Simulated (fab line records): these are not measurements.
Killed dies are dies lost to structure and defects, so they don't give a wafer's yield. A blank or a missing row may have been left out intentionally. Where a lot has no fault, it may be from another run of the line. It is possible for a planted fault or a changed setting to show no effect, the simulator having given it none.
The tool behind it: which one? | flow gf180mcu | 14 lots, 42 wafers sampled, at 4 steps of a route of 602

== WHAT THE GAUGES SHOWED, per wafer ==
GF_STI_THK_MEAS_22. Usual: STI_OXIDATION_01_THK typically reads 15.02 nm, with standard deviation 0.26.
lot  | measured    | on           | STI_OXIDATION_01_THK (nm) | flag
L122 | day 2 04:08 | filmMetro-03 | 15.05 14.92 14.72         | 
L124 | day 2 14:49 | filmMetro-03 | 15.23 15.35 15.60         | 
L125 | day 2 19:08 | filmMetro-01 | 15.09 15.43 15.43         | 
L126 | day 3 00:10 | filmMetro-01 | 15.20 15.02 14.94         | 
L127 | day 3 05:40 | filmMetro-04 | 14.95 15.09 15.02         | 
L128 | day 3 10:25 | filmMetro-01 | 14.86 14.96 15.08         | 
L129 | day 3 15:08 | filmMetro-01 | 15.40 15.31 15.36         | 
L132 | day 4 07:09 | filmMetro-04 | 15.33 15.05 15.45         | 
L133 | day 4 13:02 | filmMetro-03 | 15.06 14.89 15.04         | 
L134 | day 4 19:58 | filmMetro-03 | 15.05 15.15 15.28         | 
L136 | day 5 02:57 | filmMetro-04 | 14.73 14.89 14.75         | 
L142 | day 6 09:58 | filmMetro-04 | 14.81 14.50 14.82         | 
L144 | day 6 21:50 | filmMetro-04 | 14.75 14.85 15.01         | 
L145 | day 7 01:28 | filmMetro-04 | 14.75 14.58 14.71         | 

GF_HV_LDD_CD_MEAS_07 targets a cd of 400 nm. Usual: cdNm at 399.6 nm, with a standard deviation of 2.
lot  | measured     | on       | cdNm (nm)         | flag
L122 | day 10 02:41 | cdSem-01 | 397.7 399.9 398.3 | 
L124 | day 10 16:13 | cdSem-02 | 401.5 401.4 400.5 | 
L125 | day 10 23:19 | cdSem-01 | 399.7 402.5 401.8 | 
L126 | day 11 05:29 | cdSem-02 | 399.7 397.2 399.7 | 
L127 | day 11 13:19 | cdSem-02 | 402.1 403.4 401.6 | 
L128 | day 11 23:58 | cdSem-01 | 400.0 399.3 399.5 | 
L129 | day 12 01:17 | cdSem-01 | 400.1 398.0 401.1 | 
L132 | day 13 01:18 | cdSem-02 | 396.1 396.6 397.7 | 
L136 | day 14 13:58 | cdSem-01 | 403.6 401.4 400.6 | 
L142 | day 16 10:40 | cdSem-02 | 398.9 400.0 397.2 | 
L144 | day 16 16:32 | cdSem-01 | 395.1 398.9 395.4 | 
L145 | day 17 09:48 | cdSem-01 | 400.9 400.6 399.1 | 

== WHICH TOOL RAN EACH LOT (tool, then ch and the chambers of the sampled wafers, then the start) ==
lot  | GF_VT_IMPLANT_RTA_45            | GF_POLY_GATE_EXPOSE_07
L122 | rtpAnneal-02 ch 0, day 7 14:31  | krfScanner-01 ch 0, day 8 21:36
L124 | rtpAnneal-02 ch 0, day 8 06:01  | krfScanner-01 ch 0, day 9 12:50
L125 | rtpAnneal-01 ch 0, day 8 10:46  | krfScanner-01 ch 0, day 9 18:07
L126 | rtpAnneal-02 ch 0, day 8 15:19  | krfScanner-02 ch 0, day 10 00:00
L127 | rtpAnneal-02 ch 0, day 9 00:24  | krfScanner-02 ch 0, day 10 08:22
L128 | rtpAnneal-02 ch 0, day 9 08:21  | krfScanner-01 ch 0, day 10 18:14
L129 | rtpAnneal-01 ch 0, day 9 09:55  | krfScanner-02 ch 0, day 10 19:00
L132 | rtpAnneal-02 ch 0, day 10 10:49 | krfScanner-02 ch 0, day 11 22:18
L133 | rtpAnneal-01 ch 0, day 10 17:32 | krfScanner-02, day 12 03:59
L134 | rtpAnneal-02 ch 0, day 11 04:35 | krfScanner-02, day 12 13:43
L136 | rtpAnneal-01 ch 0, day 11 11:03 | krfScanner-02 ch 0, day 13 05:38
L142 | rtpAnneal-02 ch 0, day 13 11:25 | krfScanner-01 ch 0, day 15 00:23
L144 | rtpAnneal-02 ch 0, day 13 14:43 | krfScanner-02 ch 0, day 15 06:53
L145 | rtpAnneal-01 ch 0, day 14 07:57 | krfScanner-02 ch 0, day 15 21:39
- GF_VT_IMPLANT_RTA_45: time 30 s.
- GF_POLY_GATE_EXPOSE_07: exposes mask Poly2, target cd 280 nm.

== AS READ BY THE TOOLS THEMSELVES (means over the sampled wafers that have a number; for cases with no such wafer, the mark the record gives instead) ==
GF_VT_IMPLANT_RTA_45. Usual: lampPowerPct 35.2 %, standard deviation 0.83; wafer_temp_C_max 1054.2, standard deviation 0.94.
lot  | tool         | lampPowerPct (%) | wafer_temp_C_max | flag
L122 | rtpAnneal-02 | 34.6             | 1052.6           | 
L124 | rtpAnneal-02 | 34.6             | 1054.0           | 
L125 | rtpAnneal-01 | 36.4             | 1054.8           | 
L126 | rtpAnneal-02 | 34.6             | 1053.3           | 
L127 | rtpAnneal-02 | 34.6             | 1054.7           | 
L128 | rtpAnneal-02 | 34.6             | 1053.8           | 
L129 | rtpAnneal-01 | 36.4             | 1054.6           | 
L132 | rtpAnneal-02 | 34.6             | 1053.6           | 
L133 | rtpAnneal-01 | 36.4             | 1054.7           | 
L134 | rtpAnneal-02 | 34.6             | 1053.8           | 
L136 | rtpAnneal-01 | 36.4             | 1054.7           | 
L142 | rtpAnneal-02 | 34.6             | 1054.3           | 
L144 | rtpAnneal-02 | 34.6             | 1054.0           | 
L145 | rtpAnneal-01 | 36.3             | 1054.7           | 

GF_POLY_GATE_EXPOSE_07. Usual: exposureDoseMJCm2 27.977, standard deviation 0.027; focusOffsetNm -0.1 nm, standard deviation 0.51.
lot  | tool          | exposureDoseMJCm2 | focusOffsetNm (nm) | flag
L122 | krfScanner-01 | 27.969            | -0.5               | 
L124 | krfScanner-01 | 27.957            | 0.0                | 
L125 | krfScanner-01 | 27.939            | -0.3               | 
L126 | krfScanner-02 | 27.961            | -0.2               | 
L127 | krfScanner-02 | 27.989            | 0.5                | 
L128 | krfScanner-01 | 27.977            | 0.5                | 
L129 | krfScanner-02 | 27.982            | -0.3               | 
L132 | krfScanner-02 | 27.965            | 0.0                | 
L133 | krfScanner-02 | -                 | -                  | OFF
L134 | krfScanner-02 | -                 | -                  | OFF
L136 | krfScanner-02 | 27.976            | 0.2                | 
L142 | krfScanner-01 | 27.938            | -0.2               | 
L144 | krfScanner-02 | 27.971            | -0.2               | 
L145 | krfScanner-02 | 27.997            | -0.2               | 

== THE ANSWER, worked out from the rows above alone ==
Rule: take the mean of a lot's wafers that have a number; if it is more than 3 standard deviations from the usual mean, the lot is off. Also off: a lot with no number at a reading for which 4 or more lots have one. Any other lot the step has rows for is counted as sound. The gauges are gone through in route order, then the tools' own readings, and for those a lot's mean is taken as printed above. At the first step where some lot is off, the reading lying furthest off is the one used; lots without a number count as furthest.
Off: L133, L134 (GF_POLY_GATE_EXPOSE_07, exposureDoseMJCm2). Without a number there: L133, L134.
If a tool, at that step or one of the process steps before it, ran each lot that is off and ran no sound lot following the first of them, it fits. Not one of the candidates tried fits.

== WHAT WAS PUT IN BY THE SIMULATOR ==
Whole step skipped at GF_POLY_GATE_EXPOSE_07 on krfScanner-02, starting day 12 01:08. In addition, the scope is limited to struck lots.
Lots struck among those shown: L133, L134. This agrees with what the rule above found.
